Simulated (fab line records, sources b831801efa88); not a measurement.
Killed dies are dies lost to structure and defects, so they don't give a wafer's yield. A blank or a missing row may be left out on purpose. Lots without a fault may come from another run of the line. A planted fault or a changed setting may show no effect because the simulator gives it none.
fab line records | flow sky130
record lots=6 wafers=18 last_day=49
route steps=708 shown CAPM@554 METAL3@555 PAD_OPEN@708
lots that met no fault: from a run of the same line without faults
start_h: hours from the record's first day to the start of the lot's first wafer shown | wait_h: hours since the lot's step before | " the same as in the row above | L1.1+2: a row that stands for several wafers | - no value, or no start given | * or withheld: withheld | < > ~ a bound
route shown NAME@n: a module of which the file shows steps, and the number in the route of the first | usual: mean/standard deviation of fault-free wafers | same: alike in all rows | chamber/n: place in a boat | sites: the reading at each site | _std_site: their standard deviation | _edge_site: outer sites' mean less inner sites' | radius_mm: how far each site lies from the wafer's centre | mask NAME#n: copy n | behind: the tool/chamber that last shaped the wafer | hold: why the lot was held/for how many hours/how that ended | device: the transistor (n, p or np) that didn't switch | end of line: the same wafers' tests at the end of the route | a step without rows: its recipe alone | killed: dies lost to structure and defects at the first sort, not the wafer's yield | map: a wafer's dies, x killed, . not, _ none there
set.NAME: the setting as run; set.NAME@STEP: as run at that earlier step | model.NAME: the simulator's own value behind a step, which no gauge read
lots at some steps of the route; a table a step, a row a wafer
services: from which hour (start_h, from the record's first day; less than 0 if before it) a tool's chamber was out of use, for how many hours, and why
## steps
# step SKY_CAPM_CLEAN_17
# recipe chemistry=O3/DIW dry=n2_spin
# step SKY_METAL3_DEHYDRATE_05
# recipe temp_c=200 time_s=60
# step SKY_METAL3_HMDS_06
# recipe prime_time_s=60 prime_temp_c=120
# step SKY_METAL3_COAT_07
# recipe resist=BARC temp_c=withheld time_s=withheld spin_rpm=3000 resist_thk_nm=60
# step SKY_METAL3_COAT_08
# recipe resist=KrF-thick spin_rpm=3000 resist_thk_nm=1140
# step SKY_METAL3_SOFTBAKE_09
# recipe temp_c=100 time_s=90 resist=KrF-thick
# step SKY_METAL3_EXPOSE_10
# recipe mask_id=MM3 na=0.68 source_shape=annular sigma_inner=0.4 sigma_outer=0.8 target_cd_nm=300 dose_mj=28
# step SKY_METAL3_PEB_11
# recipe peb_temp_c=withheld peb_time_s=withheld resist=KrF-thick
# step SKY_METAL3_DEVELOP_12
# recipe develop_time_s=60 resist=KrF-thick dev_temp_c=21.9
# step SKY_METAL3_CD_MEAS_13
# recipe target_cd_nm=300
# usual cd_nm=300.2/1.3
# columns lot.wafer tool chamber start_h wait_h cd_nm
L623.1 cd_sem-01 - 935.95 - 301.1
L623.2 " - " " 301.4
L623.6 " - " " 300.9
L630.1 cd_sem-01 - 990.35 - 300.5
L630.4 " - " " 301.0
L630.5 " - " " 300.7
L632.1 cd_sem-01 - 1005.45 - 298.9
L632.2 " - " " 299.0
L632.4 " - " " 298.9
L634.2 cd_sem-02 - 1013.63 - 301.7
L634.3 " - " " 303.2
L634.4 " - " " 301.4
L636.2 cd_sem-02 - 1027.88 - 300.5
L636.3 " - " " 300.8
L636.6 " - " " 301.7
L637.4 cd_sem-02 - 1030.45 - 301.5
L637.5 " - " " 299.9
L637.6 " - " " 300.5
# step SKY_METAL3_OVL_MEAS_14
# usual METAL3_OVL=-5/5.7
# columns lot.wafer tool chamber start_h wait_h METAL3_OVL[nm]
L623.1 overlay-02 - 936.07 0.1 -8
L623.2 " - " " -11
L623.6 " - " " -7
L630.1 overlay-02 - 990.47 0.1 -4
L630.4 " - " " -9
L630.5 " - " " 2
L632.1 overlay-02 - 1005.57 0.1 -9
L632.2 " - " " -9
L632.4 " - " " -13
L634.2 overlay-02 - 1013.73 0.1 -2
L634.3 " - " " -5
L634.4 " - " " -4
L636.2 overlay-02 - 1027.98 0.1 -3
L636.3 " - " " -4
L636.6 " - " " -4
L637.4 overlay-01 - 1030.53 0.1 -1
L637.5 " - " " -5
L637.6 " - " " -9
# step SKY_METAL3_DESCUM_15
# recipe chemistry=O2 source_power_w=150 bias_power_w=0 pressure_mtorr=10 temp_c=40 time_s=8
# usual drypump_motor_current_A=5.8/0.39 he_backside_leak_sccm=3.3/0.38 oes_product_au=0.999/0.0077 rf_fwd_power_W=146.9/0.76
# same bias_power_w=0
# columns lot.wafer tool chamber start_h wait_h drypump_motor_current_A he_backside_leak_sccm oes_product_au rf_fwd_power_W rf_hours_counter_h
L623.1 rie_metal-02 0 936.11 0.0 5.3 3.3 0.994 147.5 8
L623.2 " 1 " " 5.6 3.4 0.990 147.8 12
L623.6 " 1 " " 5.6 3.5 0.992 147.6 -
L630.1 rie_metal-01 0 990.51 0.0 5.5 3.1 1.004 146.6 3
L630.4 " 0 " " 5.5 3.1 0.999 147.1 -
L630.5 " 0 " " 5.5 3.2 1.011 147.0 -
L632.1 rie_metal-01 1 1005.61 0.0 6.0 3.2 1.006 145.7 8
L632.2 " 0 " " 5.5 3.2 1.001 146.2 4
L632.4 " 1 " " 6.0 3.3 1.009 145.7 -
L634.2 rie_metal-04 1 1013.76 0.0 6.4 3.2 0.993 146.3 10
L634.3 " 1 " " 6.4 3.1 0.998 146.6 -
L634.4 " 0 " " 5.7 3.2 1.003 146.7 -
L636.2 rie_metal-04 1 1028.01 0.0 6.4 6.0 0.994 146.3 11
L636.3 " 0 " " 5.7 3.3 0.992 146.3 -
L636.6 " 0 " " 5.7 3.3 1.005 146.2 -
L637.4 rie_metal-01 1 1030.56 0.0 6.0 3.5 1.013 145.7 -
L637.5 " 1 " " 6.0 3.6 1.011 145.9 -
L637.6 " 0 " " 5.5 3.2 1.000 147.0 -
# step SKY_METAL3_ETCH_16
# recipe chemistry=N2/H2 target=BARC ion_energy_ev=200 bias_w=100 pressure_mtorr=30 n2_flow_sccm=100 h2_flow_sccm=200 icp_w=500 stop_on=SiO2 time_s=88.2 target_depth_a=600
# usual bias_w=99.99/0.3 drypump_motor_current_A=5.8/0.39 he_backside_leak_sccm=3.30/0.2 oes_product_au=0.625/0.0048 rf_fwd_power_W=496.3/1.7 throttle_valve_pct=13.205/0.0092
# columns lot.wafer tool chamber start_h wait_h bias_w drypump_motor_current_A he_backside_leak_sccm oes_product_au rf_fwd_power_W rf_hours_counter_h throttle_valve_pct
L623.1 rie_metal-02 0 936.14 0.0 99.92 5.3 3.19 0.622 496.1 8 13.219
L623.2 " 1 " " 100.37 5.6 3.40 0.621 497.7 12 13.204
L623.6 " 1 " " 99.92 5.6 3.50 0.623 496.9 - 13.203
L630.1 rie_metal-01 0 990.54 0.0 100.20 5.5 3.13 0.617 496.2 3 13.212
L630.4 " 0 " " 99.93 5.5 3.00 0.634 497.5 - 13.212
L630.5 " 0 " " 100.37 5.5 2.95 0.618 495.1 - 13.207
L632.1 rie_metal-01 1 1005.64 0.0 96.58 6.0 3.48 0.623 496.1 8 13.206
L632.2 " 0 " " 95.73 5.5 2.97 0.629 497.0 4 13.208
L632.4 " 1 " " 96.57 6.0 3.58 0.621 493.8 - 13.216
L634.2 rie_metal-04 1 1013.80 0.0 99.76 6.4 3.10 0.630 493.1 10 13.212
L634.3 " 1 " " 99.51 6.4 3.12 0.618 494.8 - 13.210
L634.4 " 0 " " 99.80 5.7 3.24 0.618 495.4 - 13.189
L636.2 rie_metal-04 1 1028.05 0.0 99.79 6.4 3.05 0.626 495.4 11 13.200
L636.3 " 0 " " 100.11 5.7 3.24 0.618 495.9 - 13.200
L636.6 " 0 " " 100.52 5.7 3.21 0.620 498.2 - 13.199
L637.4 rie_metal-01 1 1030.61 0.0 96.41 6.0 3.37 0.625 494.9 - 13.201
L637.5 " 1 " " 96.06 6.0 3.45 0.631 491.9 - 13.203
L637.6 " 0 " " 96.51 5.5 3.21 0.636 495.5 - 13.220
# step SKY_METAL3_ETCH_17
# recipe target=SiO2 stop_on=TiN chemistry=C4F8/O2/Ar source_w=1500 bias_w=1200 pressure_mtorr=40 c4f8_flow_sccm=withheld O2_flow_sccm=6 Ar_flow_sccm=300 time_s=3.9 target_depth_a=150
# usual bias_w=1200/3.8 oes_product_au=0.757/0.007 rf_fwd_power_W=1468/6.8
# columns lot.wafer tool chamber start_h wait_h bias_w oes_product_au rf_fwd_power_W rf_hours_counter_h
L623.1 rie_diel-04 2 936.24 0.1 1210 0.768 1466 21
L623.2 " 3 " " 1202 0.772 1457 3
L623.6 " 3 " " 1200 0.762 1466 -
L630.1 rie_diel-04 0 990.64 0.1 1193 0.753 1462 9
L630.4 " 3 " " 1204 0.766 1461 5
L630.5 " 2 " " 1204 0.763 1469 -
L632.1 rie_diel-01 0 1005.74 0.1 1205 0.766 1465 11
L632.2 " 1 " " 1196 0.759 1461 13
L632.4 " 3 " " 1197 0.766 1459 13
L634.2 rie_diel-03 1 1013.89 0.1 1201 0.746 1476 12
L634.3 " 0 " " 1202 0.744 1474 15
L634.4 " 0 " " 1198 0.752 1477 -
L636.2 rie_diel-03 2 1028.14 0.1 1205 0.760 1468 0
L636.3 " 1 " " 1205 0.746 1473 13
L636.6 " 2 " " 1202 0.760 1470 -
L637.4 rie_diel-04 1 1030.68 0.0 1202 0.753 1471 3
L637.5 " 1 " " 1198 0.759 1465 -
L637.6 " 0 " " 1197 0.755 1461 -
# step SKY_PAD_OPEN_PROBE_99
# usual defect_limited_yield=82.6/1.9 killed_at_M0_to_M3=43/6.5 killed_at_M4_up=3.2/1.8 killed_at_contacts=24/5 killed_at_front_end=15/4.1 killed_at_other=0.3/0.54 killed_dies=85/9.3 killed_open=47/7.2 killed_short=39/5.9 sort_bin_3_pad_short=0.9/0.4 sort_bin_5_function=10.3/1.5 sort_bin_6_memory=6.2/1.2 sort_n_pass=407/9.3 sort_yield_pct=82.6/1.9
# same gross_dies=492 killed_at_back_side=0 sort_bin_4_leakage[%]=0 sort_bin_8_speed[%]=0
# columns lot.wafer tool chamber start_h wait_h defect_limited_yield[%] killed_at_M0_to_M3 killed_at_M4_up killed_at_contacts killed_at_front_end killed_at_other killed_dies killed_open killed_short sort_bin_3_pad_short[%] sort_bin_5_function[%] sort_bin_6_memory[%] sort_n_pass sort_yield_pct[%]
L630.1 prober-02 - 1146.70 0.1 79.9 45 3 33 17 1 99 64 35 0.8 10.0 9.3 393 79.9
L630.4 prober-02 - 1146.85 0.2 83.5 43 3 24 11 0 81 49 32 0.6 9.3 6.5 411 83.5
L630.5 prober-02 - 1146.90 0.2 85.4 35 4 24 9 0 72 36 36 0.6 9.1 4.9 420 85.4
L632.1 prober-01 - 1159.11 0.1 81.1 53 2 23 15 0 93 52 41 1.0 12.2 5.7 399 81.1
L632.2 prober-01 - 1159.16 0.1 80.7 48 4 29 14 0 95 55 40 1.0 11.2 7.1 397 80.7
L632.4 prober-01 - 1159.26 0.2 80.9 34 5 38 17 0 94 60 34 1.0 12.4 5.7 398 80.9
L634.2 prober-02 - 1165.76 0.1 82.9 39 4 26 15 0 84 48 36 1.0 10.0 6.1 408 82.9
L634.3 prober-02 - 1165.81 0.2 81.5 47 5 25 14 0 91 56 35 1.0 10.8 6.7 401 81.5
L634.4 prober-02 - 1165.86 0.2 84.3 37 1 22 16 1 77 43 34 0.8 7.9 6.9 415 84.3
L636.2 prober-02 - 1177.42 0.1 84.8 30 4 26 14 1 75 39 35 0.8 7.3 7.1 417 84.8
L636.3 prober-02 - 1177.47 0.2 84.6 38 2 20 16 0 76 39 37 0.8 9.8 4.9 416 84.6
L636.6 prober-02 - 1177.62 0.2 82.9 36 4 28 16 0 84 43 40 1.0 9.6 6.5 408 82.9
# killed by level:class
L630.1 VIA1:geometric_particle:open=14 CONTACT:geometric_particle:open=11 LI_CONTACT:geometric_particle:open=10 VIA2:geometric_particle:open=8 LI_CONTACT:geometric_particle:short=7 FIELD_ISO:geometric_particle:open=5 VIA1:geometric_particle:short=5 POLY_GATE:geometric_particle:short=4
L630.4 VIA1:geometric_particle:open=15 LI_CONTACT:geometric_particle:open=11 VIA3:geometric_particle:open=5 METAL1:geometric_particle:short=5 CONTACT:geometric_particle:open=5 FIELD_ISO:geometric_particle:short=4 VIA2:geometric_particle:open=4 POLY_GATE:geometric_particle:open=3
L630.5 CONTACT:geometric_particle:open=8 VIA2:geometric_particle:open=8 METAL3:geometric_particle:short=7 LI_CONTACT:geometric_particle:open=7 METAL4:geometric_particle:short=4 METAL2:geometric_particle:short=4 VIA1:geometric_particle:open=4 CONTACT:geometric_particle:short=4
L632.1 VIA1:geometric_particle:open=21 CONTACT:geometric_particle:open=8 LI_CONTACT:geometric_particle:open=8 FIELD_ISO:geometric_particle:short=6 VIA1:geometric_particle:short=6 VIA2:geometric_particle:short=6 VIA2:geometric_particle:open=5 FIELD_ISO:geometric_particle:open=4
L632.2 VIA2:geometric_particle:open=15 LI_CONTACT:geometric_particle:open=10 CONTACT:geometric_particle:open=9 VIA1:geometric_particle:open=7 METAL2:geometric_particle:short=7 FIELD_ISO:geometric_particle:short=5 VIA3:geometric_particle:open=5 LOCAL_INTERCONNECT:geometric_particle:short=4
L632.4 CONTACT:geometric_particle:open=18 VIA1:geometric_particle:open=9 LI_CONTACT:geometric_particle:open=8 VIA2:geometric_particle:open=8 FIELD_ISO:geometric_particle:open=6 LOCAL_INTERCONNECT:geometric_particle:short=6 POLY_GATE:geometric_particle:open=5 METAL4:geometric_particle:short=4
L634.2 LI_CONTACT:geometric_particle:open=8 VIA1:geometric_particle:open=8 CONTACT:geometric_particle:open=8 METAL1:geometric_particle:short=8 VIA2:geometric_particle:open=8 CONTACT:geometric_particle:short=6 POLY_GATE:geometric_particle:open=5 FIELD_ISO:geometric_particle:short=3
L634.3 VIA1:geometric_particle:open=16 CONTACT:geometric_particle:open=10 LI_CONTACT:geometric_particle:open=9 VIA1:geometric_particle:short=7 VIA3:geometric_particle:open=6 POLY_GATE:geometric_particle:open=4 METAL1:geometric_particle:short=4 METAL2:geometric_particle:short=4
L634.4 CONTACT:geometric_particle:open=9 METAL1:geometric_particle:short=9 VIA1:geometric_particle:open=9 VIA2:geometric_particle:open=7 POLY_GATE:geometric_particle:short=4 LI_CONTACT:geometric_particle:open=4 CONTACT:geometric_particle:short=4 FIELD_ISO:geometric_particle:open=3
L636.2 LI_CONTACT:geometric_particle:open=7 CONTACT:geometric_particle:short=7 CONTACT:geometric_particle:open=6 VIA3:geometric_particle:open=6 LOCAL_INTERCONNECT:geometric_particle:short=5 VIA2:geometric_particle:open=5 FIELD_ISO:geometric_particle:short=4 POLY_GATE:geometric_particle:open=4
L636.3 VIA3:geometric_particle:open=9 VIA1:geometric_particle:open=6 FIELD_ISO:geometric_particle:short=5 LI_CONTACT:geometric_particle:open=5 CONTACT:geometric_particle:open=5 CONTACT:geometric_particle:short=5 VIA3:geometric_particle:short=5 POLY_GATE:geometric_particle:open=4
L636.6 CONTACT:geometric_particle:open=13 POLY_GATE:geometric_particle:short=7 VIA1:geometric_particle:open=7 LI_CONTACT:geometric_particle:open=6 METAL1:geometric_particle:short=6 METAL2:geometric_particle:short=6 LOCAL_INTERCONNECT:geometric_particle:short=5 VIA2:geometric_particle:open=5
## services
# columns tool chamber start_h hours kind
rie_diel-01 3 924.05 4.1 repair
rie_metal-04 0 927.28 - clean
rie_metal-04 0 927.28 16.1 scheduled_down
rie_metal-04 0 927.28 16.1 vent_cycle
rie_diel-04 1 936.15 7.9 repair
rie_diel-04 1 944.02 - clean
rie_diel-04 1 944.02 13.4 scheduled_down
rie_diel-04 1 944.02 13.4 vent_cycle
rie_diel-01 3 951.06 4.3 repair
rie_diel-01 3 972.41 4.2 repair
rie_diel-01 - 975.29 4.3 pm
rie_metal-02 1 985.15 4.3 repair
rie_diel-03 2 1005.12 - clean
rie_diel-03 2 1005.12 17.4 scheduled_down
rie_diel-03 2 1005.12 17.4 vent_cycle
rie_diel-01 3 1010.58 3.6 repair
## key
first_sign step=SKY_METAL3_ETCH_16 reading=bias_w direction=down sigmas=12 usual=99.99 struck=96.31
effect none on later readings
met_at SKY_METAL3_ETCH_16
struck_wafers L632.1,L632.2,L632.4,L637.4,L637.5,L637.6
onset_between 990.54 1005.64
fault kind=process_parameter_drift tool=rie_metal-01 chamber=- onset_h=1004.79 steps=SKY_METAL3_ETCH_16 channel=bias_w offset=-3.8961 shape=step end_h=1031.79 acts_in=these_recipes_only stated=100
